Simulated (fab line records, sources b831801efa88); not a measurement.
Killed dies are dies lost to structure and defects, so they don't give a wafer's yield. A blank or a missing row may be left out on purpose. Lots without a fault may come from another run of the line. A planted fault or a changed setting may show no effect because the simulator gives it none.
Which tool did it? | flow gf180mcu | 11 lots, 33 wafers sampled, at 5 steps of a route of 602

WHAT THE GAUGES READ, wafer by wafer
GF_NSD_TW_MEAS_12. Usual: NSD_TW 4250, standard deviation 41.
lot  | measured     | on            | NSD_TW         | flag
L467 | day 13 23:45 | film_metro-01 | 4203 4195 4194 |
L468 | day 14 06:44 | film_metro-04 | 4267 4239 4254 |
L471 | day 15 05:50 | film_metro-02 | 4314 4331 4289 |
L472 | day 15 08:40 | film_metro-04 | 4277 4278 4266 |
L473 | day 15 20:09 | film_metro-02 | 4296 4276 4280 |
L474 | day 16 02:26 | film_metro-02 | 4300 4268 4282 |
L475 | day 16 07:32 | film_metro-01 | 4178 4164 4173 |
L476 | day 16 14:29 | film_metro-04 | 4254 4262 4288 |
L483 | day 19 04:19 | film_metro-04 | 4827 4823 4845 | OFF
L484 | day 19 13:52 | film_metro-02 | 4899 4867 4869 | OFF
L485 | day 19 23:32 | film_metro-02 | 4897 4850 4857 | OFF

GF_PSD_RS_MEAS_14: measures by four-point-probe. Usual: NSD_RS 46.15 ohm/sq, standard deviation 0.086.
lot  | measured     | on            | NSD_RS (ohm/sq)   | flag
L467 | day 14 21:13 | film_metro-04 | 46.24 46.18 46.25 |
L468 | day 15 04:25 | film_metro-02 | 46.12 46.16 46.16 |
L471 | day 16 04:17 | film_metro-02 | 45.98 46.03 46.08 |
L472 | day 16 07:17 | film_metro-02 | 46.17 46.22 46.16 |
L473 | day 16 18:31 | film_metro-04 | 46.18 46.21 46.14 |
L474 | day 17 00:43 | film_metro-02 | 46.08 46.04 46.10 |
L475 | day 17 06:20 | film_metro-02 | 46.18 46.18 46.15 |
L476 | day 17 13:06 | film_metro-04 | 46.17 46.20 46.20 |
L483 | day 20 04:48 | film_metro-02 | 25.57 25.57 25.60 | OFF
L484 | day 20 14:08 | film_metro-01 | 25.54 25.48 25.49 | OFF
L485 | day 21 00:10 | film_metro-02 | 25.52 25.46 25.58 | OFF

WHICH TOOL RAN EACH LOT (tool, then ch and the chambers of the sampled wafers, then the start)
lot  | GF_POLY_GATE_STRIP_14                | GF_NSD_IMPLANT_09               | GF_NSD_STRIP_11
L467 | plasma_asher-04 ch 0,1, day 9 15:31  | implanter-04 ch 0, day 13 23:21 | plasma_asher-04 ch 0,1, day 13 23:39
L468 | plasma_asher-03 ch 0,1, day 10 00:23 | implanter-04 ch 0, day 14 06:22 | plasma_asher-01 ch 0,1, day 14 06:38
L471 | plasma_asher-02 ch 0,1, day 10 18:51 | implanter-04 ch 0, day 15 05:26 | plasma_asher-04 ch 0,1, day 15 05:44
L472 | plasma_asher-04 ch 0,1, day 10 23:34 | implanter-01 ch 0, day 15 08:18 | plasma_asher-04 ch 0,1, day 15 08:35
L473 | plasma_asher-04 ch 0,1, day 11 08:58 | implanter-01 ch 0, day 15 19:45 | plasma_asher-01 ch 0,1, day 15 20:03
L474 | plasma_asher-04 ch 0,1, day 11 13:07 | implanter-04 ch 0, day 16 02:02 | plasma_asher-01 ch 0,1, day 16 02:20
L475 | plasma_asher-02 ch 0,1, day 11 17:54 | implanter-01 ch 0, day 16 07:10 | plasma_asher-01 ch 0,1, day 16 07:26
L476 | plasma_asher-03 ch 0,1, day 12 02:02 | implanter-01 ch 0, day 16 14:05 | plasma_asher-01 ch 0,1, day 16 14:23
L483 | plasma_asher-03 ch 0,1, day 14 04:14 | implanter-01 ch 0, day 19 03:55 | plasma_asher-04 ch 0,1, day 19 04:13
L484 | plasma_asher-04 ch 0,1, day 14 11:15 | implanter-03 ch 0, day 19 13:30 | plasma_asher-01 ch 0,1, day 19 13:47
L485 | plasma_asher-02 ch 0,1, day 14 20:37 | implanter-03 ch 0, day 19 23:10 | plasma_asher-01 ch 0,1, day 19 23:26
- GF_POLY_GATE_STRIP_14: strips in O2/N2.
- GF_NSD_IMPLANT_09
- GF_NSD_STRIP_11: strips in O2/N2.

WHAT THE TOOLS THEMSELVES READ (means of the sampled wafers that have a number; where no wafer has one, the mark that the record gives instead)
GF_POLY_GATE_STRIP_14. Usual: drypump_motor_current_A 5.77 A, standard deviation 0.27; heater_power_w 343 W, standard deviation 49; oes_product_au 0.504 a.u., standard deviation 0.0046.
lot  | tool            | drypump_motor_current_A (A) | heater_power_w (W) | oes_product_au (a.u.) | flag
L467 | plasma_asher-04 | 5.75                        | 327                | 0.504                 |
L468 | plasma_asher-03 | 5.56                        | 307                | 0.499                 |
L471 | plasma_asher-02 | 5.82                        | 381                | 0.507                 |
L472 | plasma_asher-04 | 5.96                        | 358                | 0.500                 |
L473 | plasma_asher-04 | 5.73                        | 329                | 0.505                 |
L474 | plasma_asher-04 | 5.74                        | 331                | 0.503                 |
L475 | plasma_asher-02 | 5.81                        | 381                | 0.501                 |
L476 | plasma_asher-03 | 5.56                        | 312                | 0.502                 |
L483 | plasma_asher-03 | 5.57                        | 313                | 0.504                 |
L484 | plasma_asher-04 | 5.99                        | 359                | 0.502                 |
L485 | plasma_asher-02 | 5.80                        | 379                | 0.502                 |

GF_NSD_STRIP_11. Usual: drypump_motor_current_A 5.9 A, standard deviation 0.38; heater_power_w 349 W, standard deviation 41; oes_product_au 0.487 a.u., standard deviation 0.0045; strip_time_to_endpoint_s 22.97 s, standard deviation 0.038.
lot  | tool            | drypump_motor_current_A (A) | heater_power_w (W) | oes_product_au (a.u.) | strip_time_to_endpoint_s (s) | flag
L467 | plasma_asher-04 | 6.0                         | 366                | 0.488                 | 22.96                        |
L468 | plasma_asher-01 | 6.1                         | 361                | 0.489                 | 22.99                        |
L471 | plasma_asher-04 | 5.8                         | 327                | 0.486                 | 22.93                        |
L472 | plasma_asher-04 | 6.0                         | 362                | 0.482                 | 22.96                        |
L473 | plasma_asher-01 | 5.9                         | 343                | 0.488                 | 22.96                        |
L474 | plasma_asher-01 | 5.9                         | 339                | 0.488                 | 23.00                        |
L475 | plasma_asher-01 | 5.9                         | 337                | 0.486                 | 22.97                        |
L476 | plasma_asher-01 | 6.1                         | 358                | 0.490                 | 22.98                        |
L483 | plasma_asher-04 | 6.0                         | 362                | 0.446                 | 26.25                        | OFF
L484 | plasma_asher-01 | 6.1                         | 358                | 0.453                 | 26.31                        | OFF
L485 | plasma_asher-01 | 5.9                         | 343                | 0.454                 | 26.39                        | OFF

THE ANSWER, worked out from the rows above alone
Rule: a lot is off if the mean of its wafers that have a number lies more than 3 standard deviations from the usual mean. A lot without any number at a reading at which 4 lots or more have one is off too. The other lots that the step has rows for count as sound. The gauges are gone through in route order, then the tools' own readings, and for those a lot's mean is taken as printed above. The first step at which some lot is off is used, and at that step the reading that is off furthest; a lot without a number counts as furthest.
Off: L483, L484, L485, at GF_NSD_TW_MEAS_12 (NSD_TW).
A tool fits if, at a process step before that reading, it ran every lot that is off, and no sound lot after the first of them. The gauges at GF_NSD_TW_MEAS_12 aren't tried: what is off there is off at GF_NSD_STRIP_11 too, on other tools, and a gauge's error can't cause that. None of those tried fits.

WHAT THE SIMULATOR HAD PUT IN
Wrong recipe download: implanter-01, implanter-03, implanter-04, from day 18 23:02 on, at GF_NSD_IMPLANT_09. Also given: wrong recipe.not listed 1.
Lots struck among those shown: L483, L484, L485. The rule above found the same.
